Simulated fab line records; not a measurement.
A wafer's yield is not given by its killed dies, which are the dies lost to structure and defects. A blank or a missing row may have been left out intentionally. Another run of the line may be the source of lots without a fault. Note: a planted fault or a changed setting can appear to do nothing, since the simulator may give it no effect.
A struck lot beside a sound one :: flow sky130 :: 14 out of 708 route steps
Sound: these wafers, L996.2, L996.5, L996.6. Wafers L100.1, L100.2, L100.3 were the ones struck. The cause is given at the end.
Each step with rows lists, per side, the tool, then ch with its chambers, then its first start. Under that, the readings that differ: sound wafers :: struck wafers :: difference of the means :: sigmas: that difference in standard deviations of wafers without a fault.
alike: words and numbers the same on both sides, and readings whose means are apart by under 2 such deviations; not compared: readings that were withheld, readings missing a value for some wafer, numbers with overlapping values and no deviation given by the record, and bounds like >300 which may hide the same value.
A row with sigmas, a row that says differs or no value, or rows on one side alone: a step with any of these is where the two part. Numbers that don't overlap but have no deviation are shown without sigmas and don't part them. A reading missing from all wafers of one side parts the sides only when that side holds two or more wafers.

SKY_FIELD_ISO_ETCH_14: etches BARC in N2/H2, stops on SiO2, time 45.9 s, target depth 60 nm.
  sound on rie-diel-01 ch 0,3, day 2 12:19; struck on rie-diel-03 ch 0,1,3, day 3 07:32
  alike: drypump-motor-current-A, oes-product-au, rf-fwd-power-W, throttle-valve-pct
  not compared: rf-hours-counter-h
SKY_FIELD_ISO_ETCH_15: etches the open film in CHF3/O2, stops on Si, target depth 180 nm, time 72 s.
  sound on rie-diel-01 ch 0,3, day 2 12:22; struck on rie-diel-03 ch 0,1,3, day 3 07:35
  alike: drypump-motor-current-A, oes-product-au, rf-fwd-power-W, throttle-valve-pct
  not compared: rf-hours-counter-h
SKY_FIELD_ISO_STRIP_16: strips in O2/N2.
  sound on plasma-asher-02 ch 0,1, day 2 12:25; struck on plasma-asher-03 ch 0,1, day 3 07:38
  alike: drypump-motor-current-A, oes-product-au, strip-time-to-endpoint-s
  not compared: rf-hours-counter-h
SKY_FIELD_ISO_ETCH_17: etches Si in HBr/Cl2/O2, target depth 342 nm, time 101 s.
  sound on rie-si-01 ch 1,3, day 2 12:31; struck on rie-si-02 ch 0,1,3, day 3 07:44
  alike: drypump-motor-current-A, mfc-cl2-sccm, oes-product-au, throttle-valve-pct
  not compared: rf-hours-counter-h
then, 5 steps without rows for these wafers: SKY_FIELD_ISO_WET_ETCH_18 (etches Si3N4 in H3PO4, target depth 25 nm, time 286 s); SKY_FIELD_ISO_CLEAN_19 (cleans in SC1/SC2, time 150 s); SKY_FIELD_ISO_CLEAN_20 (cleans in dHF, time 20 s); SKY_FIELD_ISO_WET_ETCH_21 (etches SiO2 in dHF, target depth 20 nm, time 400 s); SKY_FIELD_ISO_OXIDATION_22 (stabilise 600 s, purge 300 s, target thk 10 nm).
SKY_FIELD_ISO_THK_MEAS_23:
  struck on film-metro-03, day 3 12:01; sound on film-metro-03, day 2 14:04
  alike: FIELD_ISO_OXIDATION_01_THK
then, 1 step without rows for these wafers: SKY_FIELD_ISO_CVD_24 (deposits SiO2, target thk 595 nm, time 99.2 s).
SKY_FIELD_ISO_THK_MEAS_25:
  struck on film-metro-03, day 3 12:09; sound on film-metro-03, day 2 14:12
  alike: FIELD_ISO_CVD_24_THK
SKY_FIELD_ISO_ANNEAL_26: time 1800 s.
  sound on furnace-01 ch 0, day 2 14:15; struck on furnace-02, day 3 13:25
  no value came back on the struck wafers for spike-tc-bottom-C (C), spike-tc-centre-C (C); on the sound wafers spike-tc-bottom-C (C) reads 1015.0 1016.2 1015.9
SKY_FIELD_ISO_CMP_27: polishes, stops on Si3N4, t overpolish 16 s, target thk 457.8 nm.
  sound on cmp-01 ch 0,2,3, day 2 15:51; struck on cmp-01 ch 0,1,2, day 3 14:58
  alike: motor-current-A, overpolish-run-s, time-to-endpoint-s

## WHERE THEY PART
Only at SKY_FIELD_ISO_ANNEAL_26, as far as this record shows. Later steps at which nothing parts them and some readings are alike: SKY_FIELD_ISO_CMP_27.

WHY: the cause the simulator had injected
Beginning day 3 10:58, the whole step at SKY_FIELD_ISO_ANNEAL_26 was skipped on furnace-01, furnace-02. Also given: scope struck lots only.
